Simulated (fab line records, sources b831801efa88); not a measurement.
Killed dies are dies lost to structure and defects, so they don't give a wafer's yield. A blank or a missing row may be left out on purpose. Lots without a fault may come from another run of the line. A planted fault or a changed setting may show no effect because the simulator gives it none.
A struck lot beside a sound one | flow sky130 | 43 steps out of a route of 708
Sound: wafers L711.4, L711.5, L711.6. Struck: wafer L722.4. (L722.5, L722.6 of the same lot were not struck and are left out.) The cause comes at the end.
At each step with rows: each side's tool, then ch and its chambers, then its first start. Under that, the readings that differ: sound wafers | struck wafers | difference of the means | sigmas: that difference in standard deviations of wafers without a fault.
alike: readings whose means differ by less than 2 such deviations, and words and numbers that are the same on both sides. not compared: withheld readings, readings that some wafer has no value for, bounds like >300 that may hide the same value, and numbers for which the record gives no deviation and whose values overlap.
The two part at a step that has a row with sigmas, a row that says differs or no value, or rows on one side only. Numbers that don't overlap but have no deviation are shown without sigmas and don't part them. A reading that every wafer of one side lacks parts them only if that side has two wafers or more.

first, 3 steps without rows for these wafers: SKY_METAL2_EXPOSE_12 (exposes mask MM2, target cd 140 nm); SKY_METAL2_PEB_13; SKY_METAL2_DEVELOP_14 (develop time 60 s).
SKY_METAL2_CD_MEAS_15: target cd 140 nm.
  sound on cd_sem-02, day 37 02:28; struck on cd_sem-02, day 39 23:43
  alike: cd_nm
SKY_METAL2_OVL_MEAS_16:
  sound on overlay-01, day 37 02:33; struck on overlay-02, day 39 23:47
  alike: METAL2_OVL
SKY_METAL2_DESCUM_17: chemistry O2, time 8 s.
  sound on rie_metal-02 ch 0,1, day 37 02:35; struck on rie_metal-01 ch 0, day 39 23:49
  alike: drypump_motor_current_A, oes_product_au
  not compared: rf_hours_counter_h
SKY_METAL2_ETCH_18: etches BARC in N2/H2, stops on SiO2, time 45.9 s, target depth 60 nm.
  sound on rie_metal-02 ch 0,1, day 37 02:37; struck on rie_metal-01 ch 0, day 39 23:52
  alike: drypump_motor_current_A, n2_flow_sccm, oes_product_au, throttle_valve_pct
  not compared: rf_hours_counter_h
SKY_METAL2_METAL_ETCH_19: etches the open film in Cl2/BCl3, stops on SiO2, target depth 360 nm, time 78 s.
  sound on rie_metal-02 ch 0,1, day 37 02:41; struck on rie_metal-01 ch 0, day 39 23:56
  reading               | sound             | struck | difference | sigmas
  oes_product_au (a.u.) | 0.854 0.862 0.849 | 0.841  | -0.014     | -3
  alike: bcl3_flow_sccm, drypump_motor_current_A, throttle_valve_pct
  not compared: rf_hours_counter_h
then, 4 steps without rows for these wafers: SKY_METAL2_STRIP_20 (strips in O2/N2); SKY_METAL2_STRIP_21 (strips in post etch residue remover, time 1200 s); SKY_METAL2_CLEAN_22 (cleans in IPA, time 180 s); SKY_METAL2_CLEAN_23 (cleans in O3/DIW).
SKY_VIA2_HDPCVD_00: deposits SiO2, target thk 1180 nm, time 196.7 s.
  sound on hdpcvd-01 ch 0,1,2, day 37 03:25; struck on hdpcvd-02 ch 0,1,2, day 40 00:39
SKY_VIA2_THK_MEAS_01:
  sound on film_metro-01, day 37 03:31; struck on film_metro-03, day 40 00:44
  alike: VIA2_HDPCVD_THK
then, 1 step without rows for these wafers: SKY_VIA2_CMP_02 (polishes SiO2).
SKY_VIA2_BOW_MEAS_03:
  sound on film_metro-01, day 37 03:55; struck on film_metro-03, day 40 01:08
  alike: VIA2_BOW
then, 8 steps without rows for these wafers: SKY_VIA2_DEHYDRATE_04 (time 60 s); SKY_VIA2_HMDS_05 (prime time 60 s); SKY_VIA2_COAT_06 (resist thk 60 nm); SKY_VIA2_COAT_07 (resist thk 450 nm); SKY_VIA2_SOFTBAKE_08 (time 90 s); SKY_VIA2_EXPOSE_09 (exposes mask VIM2, target cd 200 nm); SKY_VIA2_PEB_10; SKY_VIA2_DEVELOP_11 (develop time 60 s).
SKY_VIA2_CD_MEAS_12: target cd 200 nm.
  sound on cd_sem-02, day 38 05:37; struck on cd_sem-02, day 41 01:34
  alike: cd_nm
SKY_VIA2_OVL_MEAS_13:
  sound on overlay-02, day 38 05:42; struck on overlay-01, day 41 01:38
  alike: VIA2_OVL
then, 2 steps without rows for these wafers: SKY_VIA2_ETCH_14 (etches BARC in N2/H2, stops on SiO2, time 45.9 s, target depth 60 nm); SKY_VIA2_ETCH_15 (etches SiO2 in C4F8/O2/Ar, stops on TiN, target depth 546 nm, time 84 s).
SKY_VIA2_STRIP_16: strips in O2/N2.
  sound on plasma_asher-03 ch 0,1, day 38 05:51; struck on plasma_asher-03 ch 0, day 41 01:47
  alike: drypump_motor_current_A, n2_flow_sccm, oes_product_au, strip_time_to_endpoint_s
  not compared: rf_hours_counter_h
then, 4 steps without rows for these wafers: SKY_VIA2_STRIP_17 (strips in post etch residue remover, time 1200 s); SKY_VIA2_CLEAN_18 (cleans in IPA, time 180 s); SKY_VIA2_CLEAN_19 (cleans in O3/DIW); SKY_VIA2_SPUTTER_20 (material TiN, target thk 20 nm, time 80 s).
SKY_VIA2_CVD_21: deposits W, target thk 420 nm, time 126.4 s.
  sound on cvd_w-02 ch 0,1, day 38 06:32; struck on cvd_w-02 ch 0, day 41 02:27
  alike: heater_power_w
SKY_VIA2_RS_MEAS_22: measures by four-point-probe.
  sound on film_metro-02, day 38 06:40; struck on film_metro-03, day 41 02:36
  alike: VIA2_W_RS
SKY_VIA2_THK_MEAS_23: measures by xrf.
  sound on film_metro-02, day 38 06:46; struck on film_metro-03, day 41 02:41
  alike: VIA2_W_THK
then, 6 steps without rows for these wafers: SKY_VIA2_CMP_24 (polishes, stops on SiO2, t overpolish 20 s, target thk 0 nm); SKY_METAL3_SPUTTER_00 (material Ti, target thk 15 nm, time 10 s); SKY_METAL3_SPUTTER_01 (material TiN, target thk 20 nm, time 16.7 s); SKY_METAL3_SPUTTER_02 (material AlCu, target thk 735 nm, time 39.1 s); SKY_METAL3_SPUTTER_03 (material Ti, target thk 5 nm, time 3.3 s); SKY_METAL3_SPUTTER_04 (material TiN, target thk 70 nm, time 58.3 s).
-- the record jumps here: 8 days lie between the struck wafers' starts before and after (it left off in module METAL3 and takes up again in module PAD_OPEN, whose first step shown is number 708 of the route) --
SKY_PAD_OPEN_PROBE_99:
  sound on prober-02, day 47 09:53; struck on prober-02, day 49 12:11
  reading                               | sound              | struck | difference | sigmas
  defect_limited_yield (%)              | 79.7 80.1 81.9     | 69.9   | -10.7      | -5
  killed_at_M0_to_M3                    | 49 44 46           | 108    | +62        | +8
  killed_at_front_end                   | 18 20 12           | 7      | -10        | -2
  killed_at_other                       | 0 0 0              | 2      | +2         | +3
  killed_dies                           | 100 98 89          | 148    | +52        | +5
  sort_bin_3_pad_short (%)              | 1.4 0.6 0.8        | 3.7    | +2.8       | +7
  sort_bin_5_function (%)               | 10.4 13.2 11.0     | 19.1   | +7.6       | +4
  sort_n_pass                           | 392 394 403        | 344    | -52        | -5
  sort_yield_pct (%)                    | 79.7 80.1 81.9     | 69.9   | -10.7      | -5
  model.etest.tester.sort_n_pass        | 392 394 403        | 344    | -52        |
  model.etest.tester.sort_yield_pct (%) | 79.67 80.08 81.91  | 69.92  | -10.63     |
  model.etest.tester.sort_bin_5_pct (%) | 10.37 13.21 10.98  | 19.11  | +7.59      |
  model.etest.tester.sort_bin_3_pct (%) | 1.423 0.6098 0.813 | 3.659  | +2.710     |
  alike: killed_at_M4_up, killed_at_contacts, killed_open, killed_short, sort_bin_6_memory

WHERE THEY PART
First at SKY_METAL2_METAL_ETCH_19; last, within this record, at SKY_PAD_OPEN_PROBE_99.

WHY: what the simulator had put in
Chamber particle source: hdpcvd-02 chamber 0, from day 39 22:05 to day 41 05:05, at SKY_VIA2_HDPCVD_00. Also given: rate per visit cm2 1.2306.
